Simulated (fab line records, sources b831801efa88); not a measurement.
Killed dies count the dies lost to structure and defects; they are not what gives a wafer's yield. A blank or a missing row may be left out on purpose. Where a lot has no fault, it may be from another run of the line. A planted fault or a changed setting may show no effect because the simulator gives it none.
2 desks looking at one fault :: flow sky130 :: each desk holds nothing but its own numbers, with what lay behind them at the end

TOOL OWNER'S DESK, implanter-02
The tool's own readings at SKY_PWDE_IMPLANT_08: means of the sampled wafers that have a number, for each lot that ran on this tool. If a lot's mean is further than 4 standard deviations from the usual mean, the lot is out of limits and carries the mark OUT (the distance appears in the brackets).
Columns: A = beam-energy-keV at SKY_PWDE_IMPLANT_08, usual 149.99; B = faraday-current-uA at SKY_PWDE_IMPLANT_08, usual 20.4
lot: L694
first seen here: day 4 08:25
A: 150.03
B: 20.5

lot: L695
first seen here: day 4 15:37
A: 149.97
B: 20.8

lot: L701
first seen here: day 6 00:32
A: 119.15 (-99 or more) OUT
B: 20.8

lot: L702
first seen here: day 6 01:22
A: 119.06 (-99 or more) OUT
B: 20.2

lot: L705
first seen here: day 6 23:32
A: 119.09 (-99 or more) OUT
B: 20.6

lot: L715
first seen here: day 9 06:02
A: 149.99
B: 20.2

lot: L716
first seen here: day 9 10:40
A: 149.98
B: 20.8
This desk's verdict: out of limits on L701, L702, L705, starting with L701 at day 6 00:32 (beam-energy-keV at SKY_PWDE_IMPLANT_08). L694, L695, L715, L716 stayed within limits.

THE METROLOGY DESK
What the gauges read, lot by lot, whatever tool the lot ran on: means of the sampled wafers that have a number. If a lot's mean is further than 4 standard deviations from the usual mean, the lot is out of limits and carries the mark OUT (the distance appears in the brackets).
Columns: A = PWDE_TW at SKY_PWDE_TW_MEAS_10, usual 375.2; B = NWELL_RS at SKY_NWELL_RS_MEAS_29, usual 624.6 ohm/sq; C = PWDE_RS at SKY_NWELL_RS_MEAS_31, usual 5276 ohm/sq
lot: L694
first seen here: day 4 08:40
A: 377.6
B: 625.7
C: 5268

lot: L695
first seen here: day 4 15:51
A: 376.6
B: 622.5
C: 5267

lot: L696
first seen here: day 4 18:20
A: 378.1
B: 624.7
C: 5263

lot: L701
first seen here: day 6 00:47
A: 368.0
B: 624.1
C: 5343 (+4.5) OUT

lot: L702
first seen here: day 6 01:36
A: 369.5
B: 625.6
C: 5357 (+5.4) OUT

lot: L703
first seen here: day 6 07:55
A: 377.0
B: 625.6
C: 5280

lot: L705
first seen here: day 6 23:47
A: 371.5
B: 622.0
C: 5320

lot: L707
first seen here: day 7 08:26
A: 372.6
B: 621.9
C: 5265

lot: L714
first seen here: day 9 04:19
A: 372.7
B: 624.9
C: 5292

lot: L715
first seen here: day 9 06:17
A: 372.6
B: 623.9
C: 5281

lot: L716
first seen here: day 9 10:52
A: 374.9
B: 621.9
C: 5276
This desk's finding: out of limits on L701, L702; first on L701, day 7 17:26 (PWDE_RS at SKY_NWELL_RS_MEAS_31). L694, L695, L696, L703, L705, L707, L714, L715, L716 stayed within limits.

TAKEN TOGETHER
At day 6 00:32, on L701, L702, L705, the tool owner's desk was in a position to raise an alarm.
Metrology desk: alarm possible at day 7 17:26 on L701, L702.
The metrology desk has L705 on record, within its limits.
On implanter-02, each named lot ran SKY_PWDE_IMPLANT_08.

WHAT THE SIMULATOR PUT IN
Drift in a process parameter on implanter-02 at SKY_PWDE_IMPLANT_08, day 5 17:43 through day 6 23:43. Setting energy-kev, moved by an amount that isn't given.
Shown lots that were struck: L701, L702, L705.
Fault start to first reading out of limits, in hours, per desk: tool owner, 7; metrology, 48.
